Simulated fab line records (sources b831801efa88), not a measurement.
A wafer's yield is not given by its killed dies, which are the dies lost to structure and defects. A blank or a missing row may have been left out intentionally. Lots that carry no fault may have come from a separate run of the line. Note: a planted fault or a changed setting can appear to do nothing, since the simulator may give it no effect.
Which of the tools did it? :: flow sky130 :: 24 lots, 72 wafers sampled, at 6 steps of a route of 708

== WHAT EACH GAUGE READ, for each wafer ==
SKY_VT_ADJUST_LVTN_OVL_MEAS_07.
lot: L074
measured: day 6 22:13
on: overlay-02
VT_ADJUST_LVTN_OVL (nm): 2.2 2.6 3.4

lot: L075
measured: day 7 05:31
on: overlay-01
VT_ADJUST_LVTN_OVL (nm): 1.0 -0.5 0.8

lot: L076
measured: day 7 13:56
on: overlay-02
VT_ADJUST_LVTN_OVL (nm): 0.9 2.1 1.1

lot: L077
measured: day 7 18:35
on: overlay-02
VT_ADJUST_LVTN_OVL (nm): -1.0 0.0 0.9

lot: L078
measured: day 8 00:08
on: overlay-01
VT_ADJUST_LVTN_OVL (nm): 3.8 2.2 1.0

lot: L079
measured: day 8 05:11
on: overlay-01
VT_ADJUST_LVTN_OVL (nm): 1.4 3.3 0.8

lot: L080
measured: day 8 12:34
on: overlay-01
VT_ADJUST_LVTN_OVL (nm): 0.6 0.8 2.1

lot: L081
measured: day 8 18:29
on: overlay-01
VT_ADJUST_LVTN_OVL (nm): 0.2 -0.9 1.7

lot: L082
measured: day 9 02:11
on: overlay-02
VT_ADJUST_LVTN_OVL (nm): 1.8 0.9 4.1

lot: L083
measured: day 9 08:13
on: overlay-02
VT_ADJUST_LVTN_OVL (nm): 2.3 0.9 1.5

lot: L084
measured: day 9 14:31
on: overlay-02
VT_ADJUST_LVTN_OVL (nm): 1.3 1.0 3.3

lot: L085
measured: day 9 19:52
on: overlay-01
VT_ADJUST_LVTN_OVL (nm): 1.6 0.2 0.3

lot: L086
measured: day 10 01:27
on: overlay-02
VT_ADJUST_LVTN_OVL (nm): -0.1 -0.8 -0.1

lot: L087
measured: day 10 10:49
on: overlay-02
VT_ADJUST_LVTN_OVL (nm): 2.9 3.7 4.1

lot: L088
measured: day 10 14:58
on: overlay-01
VT_ADJUST_LVTN_OVL (nm): 2.6 2.1 1.9

lot: L089
measured: day 10 20:41
on: overlay-02
VT_ADJUST_LVTN_OVL (nm): 1.5 0.8 1.1

lot: L090
measured: day 11 03:36
on: overlay-01
VT_ADJUST_LVTN_OVL (nm): 0.0 0.2 0.3

lot: L091
measured: day 11 11:56
on: overlay-01
VT_ADJUST_LVTN_OVL (nm): -0.3 0.3 0.4

lot: L092
measured: day 11 16:49
on: overlay-01
VT_ADJUST_LVTN_OVL (nm): 3.4 0.4 1.7

lot: L093
measured: day 12 03:03
on: overlay-01
VT_ADJUST_LVTN_OVL (nm): 1.4 0.3 1.1

lot: L094
measured: day 12 11:20
on: overlay-02
VT_ADJUST_LVTN_OVL (nm): 1.2 1.0 1.3

lot: L095
measured: day 12 15:50
on: overlay-02
VT_ADJUST_LVTN_OVL (nm): 3.4 -0.3 1.6

lot: L096
measured: day 12 22:44
on: overlay-02
VT_ADJUST_LVTN_OVL (nm): 2.1 1.7 -1.0

lot: L097
measured: day 13 02:22
on: overlay-01
VT_ADJUST_LVTN_OVL (nm): -0.3 0.1 0.4

SKY_VIA1_OVL_MEAS_13.
lot: L074
measured: day 34 07:34
on: overlay-02
VIA1_OVL (nm): 4 -2 -1

lot: L075
measured: day 34 08:01
on: overlay-02
VIA1_OVL (nm): -1 -6 -3

lot: L076
measured: day 35 17:02
on: overlay-01
VIA1_OVL (nm): 7 7 9

lot: L077
measured: day 35 17:59
on: overlay-01
VIA1_OVL (nm): 0 0 -4

lot: L078
measured: day 35 23:44
on: overlay-02
VIA1_OVL (nm): 5 -5 -2

lot: L079
measured: day 36 14:14
on: overlay-02
VIA1_OVL (nm): -3 4 -6

lot: L080
measured: day 36 15:05
on: overlay-02
VIA1_OVL (nm): -10 -3 0

lot: L081
measured: day 36 15:26
on: overlay-01
VIA1_OVL (nm): 5 1 7

lot: L082
measured: day 36 21:17
on: overlay-01
VIA1_OVL (nm): -2 -8 -2

lot: L083
measured: day 37 12:37
on: overlay-01
VIA1_OVL (nm): 3 -3 1

lot: L084
measured: day 37 13:21
on: overlay-01
VIA1_OVL (nm): -2 -13 -9

lot: L085
measured: day 38 03:43
on: overlay-02
VIA1_OVL (nm): -4 -5 0

lot: L086
measured: day 38 02:10
on: overlay-02
VIA1_OVL (nm): -6 -6 2

lot: L087
measured: day 39 02:46
on: overlay-01
VIA1_OVL (nm): 1 -1 -1

lot: L088
measured: day 39 01:11
on: overlay-02
VIA1_OVL (nm): 2 8 13

lot: L089
measured: day 38 23:19
on: overlay-02
VIA1_OVL (nm): -8 -9 -2

lot: L090
measured: day 39 03:07
on: overlay-01
VIA1_OVL (nm): -4 2 -3

lot: L091
measured: day 40 01:39
on: overlay-01
VIA1_OVL (nm): 0 3 7

lot: L092
measured: day 40 00:25
on: overlay-02
VIA1_OVL (nm): -1 -1 -3

lot: L093
measured: day 40 05:40
on: overlay-01
VIA1_OVL (nm): -6 3 0

lot: L094
measured: day 40 06:24
on: overlay-02
VIA1_OVL (nm): 4 8 -6

lot: L095
measured: day 40 20:33
on: overlay-01
VIA1_OVL (nm): -3 -1 -3

lot: L096
measured: day 41 05:26
on: overlay-01
VIA1_OVL (nm): -1 5 8

lot: L097
measured: day 41 02:33
on: overlay-01
VIA1_OVL (nm): -5 3 2

SKY_VIA3_OVL_MEAS_13.
lot: L074
measured: day 40 05:19
on: overlay-01
VIA3_OVL (nm): -2 2 0

lot: L075
measured: day 40 05:25
on: overlay-02
VIA3_OVL (nm): 3 -2 1

lot: L076
measured: day 40 15:58
on: overlay-01
VIA3_OVL (nm): 2 -6 2

lot: L077
measured: day 40 17:06
on: overlay-01
VIA3_OVL (nm): 5 4 3

lot: L078
measured: day 41 10:22
on: overlay-02
VIA3_OVL (nm): -4 -11 1

lot: L079
measured: day 41 23:13
on: overlay-01
VIA3_OVL (nm): 7 -2 -5

lot: L080
measured: day 42 00:55
on: overlay-01
VIA3_OVL (nm): 5 -6 5

lot: L081
measured: day 42 01:57
on: overlay-01
VIA3_OVL (nm): -4 7 1

lot: L082
measured: day 42 08:46
on: overlay-02
VIA3_OVL (nm): -1 4 -2

lot: L083
measured: day 42 19:04
on: overlay-01
VIA3_OVL (nm): 6 9 4

lot: L084
measured: day 42 22:13
on: overlay-02
VIA3_OVL (nm): -1 9 3

lot: L085
measured: day 43 13:48
on: overlay-01
VIA3_OVL (nm): 3 1 2

lot: L086
measured: day 43 12:07
on: overlay-02
VIA3_OVL (nm): 6 4 0

lot: L087
measured: day 44 11:28
on: overlay-02
VIA3_OVL (nm): -6 -6 -6

lot: L088
measured: day 44 08:48
on: overlay-02
VIA3_OVL (nm): 6 7 -2

lot: L089
measured: day 44 04:46
on: overlay-02
VIA3_OVL (nm): -6 -4 -5

lot: L090
measured: day 44 13:04
on: overlay-01
VIA3_OVL (nm): 0 -12 6

lot: L091
measured: day 45 05:51
on: overlay-02
VIA3_OVL (nm): 2 7 1

lot: L092
measured: day 45 04:42
on: overlay-01
VIA3_OVL (nm): -3 -1 -3

lot: L093
measured: day 45 11:43
on: overlay-01
VIA3_OVL (nm): -2 3 -4

lot: L094
measured: day 45 12:13
on: overlay-02
VIA3_OVL (nm): 2 -3 -3

lot: L095
measured: day 45 20:03
on: overlay-02
VIA3_OVL (nm): 4 8 8

lot: L096
measured: day 46 07:52
on: overlay-01
VIA3_OVL (nm): -8 -3 -4

lot: L097
measured: day 46 02:04
on: overlay-01
VIA3_OVL (nm): 4 0 -3

SKY_VIA3_RS_MEAS_22: measurement is done with a four-point probe.
lot: L074
measured: day 40 06:16
on: filmMetro-01
VIA3_W_RS (ohm/sq): 0.293 0.301 0.304

lot: L075
measured: day 40 06:24
on: filmMetro-02
VIA3_W_RS (ohm/sq): 0.291 0.295 0.291

lot: L076
measured: day 40 17:00
on: filmMetro-02
VIA3_W_RS (ohm/sq): 0.302 0.301 0.297

lot: L077
measured: day 40 18:26
on: filmMetro-04
VIA3_W_RS (ohm/sq): 0.292 0.297 0.297

lot: L078
measured: day 41 11:41
on: filmMetro-02
VIA3_W_RS (ohm/sq): 0.295 0.302 0.295

lot: L079
measured: day 42 00:11
on: filmMetro-04
VIA3_W_RS (ohm/sq): 0.302 0.303 0.302

lot: L080
measured: day 42 01:58
on: filmMetro-04
VIA3_W_RS (ohm/sq): 0.307 0.302 0.304

lot: L081
measured: day 42 02:55
on: filmMetro-04
VIA3_W_RS (ohm/sq): 0.295 0.298 0.292

lot: L082
measured: day 42 09:52
on: filmMetro-01
VIA3_W_RS (ohm/sq): 0.289 0.297 0.297

lot: L083
measured: day 42 20:02
on: filmMetro-04
VIA3_W_RS (ohm/sq): 0.297 0.296 0.294

lot: L084
measured: day 42 23:29
on: filmMetro-02
VIA3_W_RS (ohm/sq): 0.302 0.298 0.294

lot: L085
measured: day 43 14:48
on: filmMetro-04
VIA3_W_RS (ohm/sq): 0.293 0.296 0.295

lot: L086
measured: day 43 13:02
on: filmMetro-02
VIA3_W_RS (ohm/sq): 0.297 0.296 0.295

lot: L087
measured: day 44 12:28
on: filmMetro-02
VIA3_W_RS (ohm/sq): 0.295 0.300 0.298

lot: L088
measured: day 44 09:48
on: filmMetro-04
VIA3_W_RS (ohm/sq): 0.296 0.297 0.298

lot: L089
measured: day 44 05:40
on: filmMetro-04
VIA3_W_RS (ohm/sq): 0.300 0.292 0.293

lot: L090
measured: day 44 14:23
on: filmMetro-01
VIA3_W_RS (ohm/sq): 0.291 0.293 0.298

lot: L091
measured: day 45 06:46
on: filmMetro-02
VIA3_W_RS (ohm/sq): 0.295 0.293 0.293

lot: L092
measured: day 45 05:37
on: filmMetro-01
VIA3_W_RS (ohm/sq): 0.292 0.296 0.296

lot: L093
measured: day 45 12:45
on: filmMetro-01
VIA3_W_RS (ohm/sq): 0.296 0.293 0.302

lot: L094
measured: day 45 13:08
on: filmMetro-02
VIA3_W_RS (ohm/sq): 0.297 0.292 0.290

lot: L095
measured: day 45 20:58
on: filmMetro-04
VIA3_W_RS (ohm/sq): 0.299 0.299 0.300

lot: L096
measured: day 46 08:48
on: filmMetro-04
VIA3_W_RS (ohm/sq): 0.297 0.298 0.298

lot: L097
measured: day 46 03:29
on: filmMetro-02
VIA3_W_RS (ohm/sq): 0.299 0.298 0.295

SKY_METAL5_THK_MEAS_06: measures by xrf.
lot: L074
measured: day 43 10:29
on: filmMetro-02
METAL5_ALCU_THK (nm): 1164 1155 1161

lot: L075
measured: day 43 12:08
on: filmMetro-03
METAL5_ALCU_THK (nm): 1155 1128 1154

lot: L076
measured: day 43 20:04
on: filmMetro-03
METAL5_ALCU_THK (nm): 1161 1137 1119

lot: L077
measured: day 43 21:34
on: filmMetro-04
METAL5_ALCU_THK (nm): 1170 1153 1157

lot: L078
measured: day 44 14:35
on: filmMetro-03
METAL5_ALCU_THK (nm): 1157 1154 1166

lot: L079
measured: day 45 00:10
on: filmMetro-02
METAL5_ALCU_THK (nm): 1158 1136 1162

lot: L080
measured: day 45 03:47
on: filmMetro-03
METAL5_ALCU_THK (nm): 1162 1142 1163

lot: L081
measured: day 45 05:51
on: filmMetro-02
METAL5_ALCU_THK (nm): 1141 1142 1121

lot: L082
measured: day 45 10:30
on: filmMetro-02
METAL5_ALCU_THK (nm): 1164 1143 1145

lot: L083
measured: day 45 19:50
on: filmMetro-02
METAL5_ALCU_THK (nm): 1137 1166 1180

lot: L084
measured: day 45 20:38
on: filmMetro-02
METAL5_ALCU_THK (nm): 1144 1151 1142

lot: L085
measured: day 46 13:25
on: filmMetro-04
METAL5_ALCU_THK (nm): 1149 1170 1157

lot: L086
measured: day 46 11:57
on: filmMetro-04
METAL5_ALCU_THK (nm): 1141 1154 1150

lot: L087
measured: day 47 09:05
on: filmMetro-04
METAL5_ALCU_THK (nm): 1135 1152 1156

lot: L088
measured: day 47 06:33
on: filmMetro-04
METAL5_ALCU_THK (nm): 1156 1196 1164

lot: L089
measured: day 47 02:17
on: filmMetro-03
METAL5_ALCU_THK (nm): 1137 1129 1130

lot: L090
measured: day 47 11:32
on: filmMetro-03
METAL5_ALCU_THK (nm): 1122 1124 1138

lot: L091
measured: day 48 01:10
on: filmMetro-03
METAL5_ALCU_THK (nm): 1155 1152 1158

lot: L092
measured: day 47 23:38
on: filmMetro-02
METAL5_ALCU_THK (nm): 1141 1150 1142

lot: L093
measured: day 48 07:50
on: filmMetro-04
METAL5_ALCU_THK (nm): 1136 1142 1149

lot: L094
measured: day 48 08:46
on: filmMetro-03
METAL5_ALCU_THK (nm): 1125 1138 1133

lot: L095
measured: day 48 13:08
on: filmMetro-04
METAL5_ALCU_THK (nm): 1157 1140 1148

lot: L096
measured: day 49 00:15
on: filmMetro-03
METAL5_ALCU_THK (nm): 1143 1145 1137

lot: L097
measured: day 48 19:31
on: filmMetro-03
METAL5_ALCU_THK (nm): 1134 1152 1150

== WHAT TOOL EACH LOT RAN ON (gives the tool, then ch and the chambers of the sampled wafers, and finally the start) ==
lot: L074
SKY_METAL5_SPUTTER_02: pvdSputter-01, day 43 10:14

lot: L075
SKY_METAL5_SPUTTER_02: pvdSputter-04, day 43 11:53

lot: L076
SKY_METAL5_SPUTTER_02: pvdSputter-04, day 43 19:50

lot: L077
SKY_METAL5_SPUTTER_02: pvdSputter-02, day 43 21:19

lot: L078
SKY_METAL5_SPUTTER_02: pvdSputter-04, day 44 14:21

lot: L079
SKY_METAL5_SPUTTER_02: pvdSputter-02, day 44 23:56

lot: L080
SKY_METAL5_SPUTTER_02: pvdSputter-02, day 45 03:33

lot: L081
SKY_METAL5_SPUTTER_02: pvdSputter-04, day 45 05:37

lot: L082
SKY_METAL5_SPUTTER_02: pvdSputter-02, day 45 10:14

lot: L083
SKY_METAL5_SPUTTER_02: pvdSputter-04, day 45 19:36

lot: L084
SKY_METAL5_SPUTTER_02: pvdSputter-01, day 45 20:23

lot: L085
SKY_METAL5_SPUTTER_02: pvdSputter-02, day 46 13:10

lot: L086
SKY_METAL5_SPUTTER_02: pvdSputter-01, day 46 11:42

lot: L087
SKY_METAL5_SPUTTER_02: pvdSputter-01, day 47 08:52

lot: L088
SKY_METAL5_SPUTTER_02: pvdSputter-04, day 47 06:19

lot: L089
SKY_METAL5_SPUTTER_02: pvdSputter-02, day 47 02:03

lot: L090
SKY_METAL5_SPUTTER_02: pvdSputter-01, day 47 11:17

lot: L091
SKY_METAL5_SPUTTER_02: pvdSputter-02, day 48 00:56

lot: L092
SKY_METAL5_SPUTTER_02: pvdSputter-01, day 47 23:25

lot: L093
SKY_METAL5_SPUTTER_02: pvdSputter-01, day 48 07:35

lot: L094
SKY_METAL5_SPUTTER_02: pvdSputter-01, day 48 08:32

lot: L095
SKY_METAL5_SPUTTER_02: pvdSputter-02, day 48 12:54

lot: L096
SKY_METAL5_SPUTTER_02: pvdSputter-04, day 49 00:01

lot: L097
SKY_METAL5_SPUTTER_02: pvdSputter-04, day 48 19:16
- SKY_METAL5_SPUTTER_02: material AlCu, target thk 1150 nm, time 61.2 s.

== AS READ BY THE TOOLS THEMSELVES (means over the sampled wafers that have a number; for cases with no such wafer, the mark the record gives instead) ==
SKY_METAL5_SPUTTER_02.
lot: L074
tool: pvdSputter-01
chamberPressurePa (Pa): 0.3999
throttleValvePct (%): 29.6

lot: L075
tool: pvdSputter-04
chamberPressurePa (Pa): 0.4002
throttleValvePct (%): 29.7

lot: L076
tool: pvdSputter-04
chamberPressurePa (Pa): 0.4001
throttleValvePct (%): 30.0

lot: L077
tool: pvdSputter-02
chamberPressurePa (Pa): 0.3996
throttleValvePct (%): 30.6

lot: L078
tool: pvdSputter-04
chamberPressurePa (Pa): 0.4002
throttleValvePct (%): 30.8

lot: L079
tool: pvdSputter-02
chamberPressurePa (Pa): 0.4000
throttleValvePct (%): 30.0

lot: L080
tool: pvdSputter-02
chamberPressurePa (Pa): 0.4006
throttleValvePct (%): 30.4

lot: L081
tool: pvdSputter-04
chamberPressurePa (Pa): 0.3996
throttleValvePct (%): 29.7

lot: L082
tool: pvdSputter-02
chamberPressurePa (Pa): 0.4003
throttleValvePct (%): 29.4

lot: L083
tool: pvdSputter-04
chamberPressurePa (Pa): 0.3997
throttleValvePct (%): 30.6

lot: L084
tool: pvdSputter-01
chamberPressurePa (Pa): 0.3996
throttleValvePct (%): 29.9

lot: L085
tool: pvdSputter-02
chamberPressurePa (Pa): 0.3995
throttleValvePct (%): 30.7

lot: L086
tool: pvdSputter-01
chamberPressurePa (Pa): 0.3999
throttleValvePct (%): 30.6

lot: L087
tool: pvdSputter-01
chamberPressurePa (Pa): 0.4001
throttleValvePct (%): 30.6

lot: L088
tool: pvdSputter-04
chamberPressurePa (Pa): 0.3999
throttleValvePct (%): 30.0

lot: L089
tool: pvdSputter-02
chamberPressurePa (Pa): 0.3994
throttleValvePct (%): 30.3

lot: L090
tool: pvdSputter-01
chamberPressurePa (Pa): 0.4007
throttleValvePct (%): 31.1

lot: L091
tool: pvdSputter-02
chamberPressurePa (Pa): 0.4002
throttleValvePct (%): 30.4

lot: L092
tool: pvdSputter-01
chamberPressurePa (Pa): 0.3999
throttleValvePct (%): 30.5

lot: L093
tool: pvdSputter-01
chamberPressurePa (Pa): 0.3996
throttleValvePct (%): 30.0

lot: L094
tool: pvdSputter-01
chamberPressurePa (Pa): 0.3994
throttleValvePct (%): 30.8

lot: L095
tool: pvdSputter-02
chamberPressurePa (Pa): 0.4004
throttleValvePct (%): 30.8

lot: L096
tool: pvdSputter-04
chamberPressurePa (Pa): 0.3994
throttleValvePct (%): 30.7

lot: L097
tool: pvdSputter-04
chamberPressurePa (Pa): 0.4005
throttleValvePct (%): 29.7

== THE ANSWER, worked out from the rows above alone ==
Rule: usual is defined by the lots themselves. The widest of any qualifying gaps counts: lots, ordered by their means at a reading, are off when they make up no more than a third of the lots, leave a main group of 4 or more, and stand apart from it by 3 or more times the standard deviation of that group's means. A main group whose means are all the same, to the digits that the tables above print for the reading, isn't used. Also off: a lot with no number at a reading for which 4 or more lots have one. Any other lot the step has rows for is counted as sound. The gauges are gone through in route order, then the tools' own readings, and for those a lot's mean is taken as printed above. The first step at which some lot is off is used, and at that step the reading that is off furthest; a lot without a number counts as furthest.
Across all readings shown, no lot is off: no conclusion can be drawn from this.

== WHAT HAD BEEN PUT IN BY THE SIMULATOR ==
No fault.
